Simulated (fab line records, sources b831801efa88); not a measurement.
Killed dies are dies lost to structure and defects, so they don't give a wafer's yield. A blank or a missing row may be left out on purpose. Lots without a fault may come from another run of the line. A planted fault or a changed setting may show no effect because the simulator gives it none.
Problem report in the 8D (eight disciplines) form, filled by code | flow gf180mcu | the parts of the form that need people (team, actions taken, sign-off) are left out

1. THE PROBLEM
chamber_pressure_mTorr at GF_MVPSD_STRIP_10 reads a mean of 1199.8 mTorr on 6 wafers of 2 lots; wafers without a fault read 1500.1 mTorr with a standard deviation of 1.5. That is -99 or more standard deviations from the usual mean.
The step: strips in O2/N2.
First seen on wafer L800.1, day 8 18:50, on plasma_asher-01. The record holds 42 wafers of 14 lots with a number at this step. Rule for "out", or "out of limits": more than 4 standard deviations from the usual mean. The other wafers with a number count as sound.

2. WHAT IT IS AND WHAT IT IS NOT
question                    | is                                                               | is not
which readings at this step | chamber_pressure_mTorr, oes_product_au, strip_time_to_endpoint_s | drypump_motor_current_A, heater_power_w
which lots                  | L800, L801                                                       | L785, L786, L787, L788, L789, L790, L791, L792, L795, L798, L805, L806
which wafers of those lots  | all that have a number                                           | -
read on which tools         | plasma_asher-01                                                  | plasma_asher-02, plasma_asher-04
when                        | from day 8 18:50                                                 | up to then (30 sound wafers); but 6 sound wafers of L805, L806 came after

3. SUSPECTS, AND WHAT RULES EACH OUT
Counting: a tool at a process step up to the reading stays a suspect if it ran every lot that is out and no sound lot after the first of them.
- plasma_asher-01 at GF_MVPSD_STRIP_10 (strips in O2/N2): kept. It ran every lot that is out, first L800 (day 8 18:50), and no sound lot after that; its last sound lot up to then is L795 (day 7 10:18). Its own readings are out on those wafers: chamber_pressure_mTorr, oes_product_au, strip_time_to_endpoint_s.
Left after counting: plasma_asher-01 at GF_MVPSD_STRIP_10.

4. THE CAUSE (what the simulator had put in)
Process parameter drift: plasma_asher-01, from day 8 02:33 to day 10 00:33, at GF_MVPSD_STRIP_10. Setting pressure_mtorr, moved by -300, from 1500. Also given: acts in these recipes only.
Counting left only this tool.

5. THE CHAIN OF EFFECTS, in route order
Each row: a reading whose mean over the struck wafers that have a number lies more than 3 standard deviations from the usual. Only readings for which the record gives a usual standard deviation are gone through. hours: the time from each lot's start at the first step in this table that gives one to its start at this step, as a median over the lots. sigmas: the change in usual standard deviations.
hours | step              | reading                  | usual        | on struck wafers | change | sigmas
0     | GF_MVPSD_STRIP_10 | chamber_pressure_mTorr   | 1500.1 mTorr | 1199.8           | -300.3 | -99 or more
0     | GF_MVPSD_STRIP_10 | oes_product_au           | 0.723 a.u.   | 0.689            | -0.034 | -7.4
0     | GF_MVPSD_STRIP_10 | strip_time_to_endpoint_s | 36.97 s      | 39.95            | +2.98  | +27
The process steps in it:
- GF_MVPSD_STRIP_10: strips in O2/N2.
Later measuring or inspecting steps at which every struck wafer that the step has a row for has a number for every such reading, and none has moved that far: GF_V2_CD_MEAS_14, GF_M3_CD_MEAS_14.

6. WHAT WOULD HAVE CAUGHT IT SOONER
In this record the first reading out of limits was taken at day 8 18:50, 16 hours after the fault began at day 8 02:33.
